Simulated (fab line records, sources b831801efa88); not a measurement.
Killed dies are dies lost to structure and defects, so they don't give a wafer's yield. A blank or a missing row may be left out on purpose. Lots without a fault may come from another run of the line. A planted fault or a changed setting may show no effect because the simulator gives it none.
A struck lot beside a sound one | flow sky130 | 16 steps out of a route of 708
Sound: wafers L730.1, L730.2, L730.5. Struck: wafers L723.1, L723.2, L723.6. The cause comes at the end.
At each step with rows: each side's tool, then ch and its chambers, then its first start. Under that, the readings that differ: sound wafers | struck wafers | difference of the means | sigmas: that difference in standard deviations of wafers without a fault.
alike: readings whose means differ by less than 2 such deviations, and words and numbers that are the same on both sides. not compared: withheld readings, readings that some wafer has no value for, bounds like >300 that may hide the same value, and numbers for which the record gives no deviation and whose values overlap.
The two part at a step that has a row with sigmas, a row that says differs or no value, or rows on one side only. Numbers that don't overlap but have no deviation are shown without sigmas and don't part them. A reading that every wafer of one side lacks parts them only if that side has two wafers or more.

first, 3 steps without rows for these wafers: SKY_SONOS_TUNNEL_EXPOSE_04 (exposes mask TUNM, target cd 410 nm); SKY_SONOS_TUNNEL_PEB_05; SKY_SONOS_TUNNEL_DEVELOP_06 (develop time 60 s).
SKY_SONOS_TUNNEL_CD_MEAS_07: target cd 410 nm.
  sound on cd_sem-01, day 15 13:33; struck on cd_sem-02, day 13 00:41
  reading    | sound             | struck            | difference | sigmas
  cd_nm (nm) | 408.2 409.3 408.0 | 413.3 413.6 412.4 | +4.6       | +2
SKY_SONOS_TUNNEL_OVL_MEAS_08:
  sound on overlay-01, day 15 13:40; struck on overlay-02, day 13 00:48
  alike: SONOS_TUNNEL_OVL
then, 3 steps without rows for these wafers: SKY_SONOS_TUNNEL_IMPLANT_09; SKY_SONOS_TUNNEL_WET_ETCH_10 (etches SiO2 in dHF, target depth 14 nm, time 280 s); SKY_SONOS_TUNNEL_STRIP_11 (strips in SPM, time 600 s).
SKY_SONOS_TUNNEL_TW_MEAS_12:
  sound on film_metro-02, day 15 14:07; struck on film_metro-03, day 13 01:27
  alike: SONOS_TUNNEL_TW
then, 2 steps without rows for these wafers: SKY_SONOS_TUNNEL_CLEAN_13 (cleans in dHF, time 20 s); SKY_SONOS_ONO_OXIDATION_00 (stabilise 600 s, purge 300 s, target thk 2.6 nm).
SKY_SONOS_ONO_THK_MEAS_01:
  sound on film_metro-04, day 15 23:27; struck on film_metro-04, day 13 03:20
  reading                      | sound          | struck         | difference | sigmas
  SONOS_ONO_OXIDATION_THK (nm) | 2.76 2.68 2.70 | 2.55 2.49 2.60 | -0.17      | -2
SKY_SONOS_ONO_CVD_02: deposits Si3N4 from DCS/NH3, target thk 10.5 nm, time 180 s.
  sound on lpcvd-02 ch 0, day 16 00:08; struck on lpcvd-02 ch 1, day 13 05:17
  reading                                     | sound             | struck            | difference | sigmas
  zone_power_bottom_pct (%)                   | 20.1 20.4 20.5    | 18.7 18.6 18.6    | -1.7       | -2
  model.Si3N4_of_SONOS_ONO_CVD_02.thk_nm (nm) | 10.29 10.43 10.52 | 13.61 13.71 13.69 | +3.26      |
SKY_SONOS_ONO_THK_MEAS_03:
  sound on film_metro-02, day 16 01:11; struck on film_metro-02, day 13 06:52
  reading                   | sound             | struck            | difference | sigmas
  SONOS_ONO_CVD_02_THK (nm) | 10.33 10.38 10.57 | 13.54 13.69 13.67 | +3.21      | +29
then, 1 step without rows for these wafers: SKY_SONOS_ONO_CVD_04 (deposits SiO2 from SiH4/N2O, target thk 5.7199 nm).
-- the record jumps here: 34 days lie between the struck wafers' starts before and after (it left off in module SONOS_ONO and takes up again in module PAD_OPEN, whose first step shown is number 708 of the route) --
SKY_PAD_OPEN_PROBE_99:
  sound on prober-01, day 49 02:17; struck on prober-02, day 47 07:05
  reading                                | sound                        | struck                     | difference | sigmas
  model.etest.nfet_16v.r_on_ohm_um       | 1.389e+04 1.405e+04 1.38e+04 | 1.8e+04 1.43e+04 1.788e+04 | +2.8e+03   |
  model.etest.pfet_g5v0d10v5.r_on_ohm_um | 4709 4740 4656               | 5483 4770 5509             | +552       |
  model.etest.nfet_g5v0d10v5.r_on_ohm_um | 1844 1873 1832               | 2481 1898 2486             | +439       |
  model.etest.sonos_erased.drive_ua_um   | 154.3 172.3 179.9            | 82.99 82.11 71.7           | -89.90     |
  model.etest.nfet_g5v0d10v5.drive_ua_um | 618.6 612 615.1              | 390.5 609.3 394.1          | -150.6     |
  model.etest.tip_sonos.rs_ohm_sq        | 2561 2590 2568               | 2774 2602 2758             | +138       |
  alike: killed_at_M0_to_M3, killed_at_M4_up, killed_at_contacts, killed_at_front_end, killed_at_other, killed_dies, killed_open, killed_short
  not compared: model.etest.pfet_16v.r_on_ohm_um, model.etest.nfet_05v0_nvt.drive_ua_um

WHERE THEY PART
First at SKY_SONOS_TUNNEL_CD_MEAS_07; last, within this record, at SKY_SONOS_ONO_THK_MEAS_03. Later steps at which nothing parts them and some readings are alike: SKY_PAD_OPEN_PROBE_99.

WHY: what the simulator had put in
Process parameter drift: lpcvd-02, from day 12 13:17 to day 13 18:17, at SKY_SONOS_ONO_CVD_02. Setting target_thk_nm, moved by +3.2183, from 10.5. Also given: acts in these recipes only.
